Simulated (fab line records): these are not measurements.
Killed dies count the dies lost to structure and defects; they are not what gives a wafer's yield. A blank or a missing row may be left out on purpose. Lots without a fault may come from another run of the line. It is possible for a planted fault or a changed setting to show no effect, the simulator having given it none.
Which tool was responsible? + flow gf180mcu + 12 lots with 36 wafers sampled at 2 steps, on a route of 602 steps

WHAT THE GAUGES READ, wafer by wafer
GF_V2_THK_MEAS_03.
| lot  | measured     | on            | V2_CVD_02_THK (nm) |
|------|--------------|---------------|--------------------|
| L075 | day 20 00:55 | film metro-04 | 857 866 871        |
| L077 | day 20 17:53 | film metro-01 | 830 840 846        |
| L079 | day 21 16:36 | film metro-03 | 838 853 857        |
| L081 | day 22 05:31 | film metro-01 | 861 857 864        |
| L084 | day 22 23:43 | film metro-01 | 843 862 872        |
| L085 | day 23 13:43 | film metro-03 | 870 863 883        |
| L087 | day 24 11:46 | film metro-04 | 836 823 845        |
| L089 | day 25 00:31 | film metro-04 | 830 853 839        |
| L091 | day 25 05:28 | film metro-01 | 855 855 865        |
| L094 | day 25 22:46 | film metro-04 | 838 841 853        |
| L095 | day 26 05:51 | film metro-03 | 840 832 835        |
| L097 | day 26 16:31 | film metro-03 | 830 832 842        |

EACH LOT AND THE TOOL THAT RAN IT (in order: tool; ch and the chambers of the sampled wafers; start)
| lot  | GF_M2_SPUTTER_00             |
|------|------------------------------|
| L075 | pvd sputter-04, day 18 22:55 |
| L077 | pvd sputter-01, day 19 16:29 |
| L079 | pvd sputter-01, day 20 14:40 |
| L081 | pvd sputter-04, day 21 05:20 |
| L084 | pvd sputter-01, day 21 23:44 |
| L085 | pvd sputter-04, day 22 14:38 |
| L087 | pvd sputter-04, day 23 12:05 |
| L089 | pvd sputter-04, day 24 01:52 |
| L091 | pvd sputter-01, day 24 06:34 |
| L094 | pvd sputter-04, day 25 00:48 |
| L095 | pvd sputter-03, day 25 07:21 |
| L097 | pvd sputter-03, day 25 20:13 |
- GF_M2_SPUTTER_00: material Ti, target thk 37.5 nm, time 150 s.

THE ANSWER, worked out from the rows above alone
Rule: the usual values come from the lots themselves. Put in order of their means at a reading, lots are off if they are a third of the lots or fewer, leave a main group of 4 or more, and stand apart from it by a gap of 3 or more times the standard deviation of the main group's means; of several such gaps the widest counts. Not used: any main group whose means are identical at the precision the tables above print for the reading. A lot without any number at a reading at which 4 lots or more have one is off too. The other lots that the step has rows for count as sound.
Across all readings shown, no lot is off: no conclusion can be drawn from this.

WHAT THE SIMULATOR HAD INSERTED
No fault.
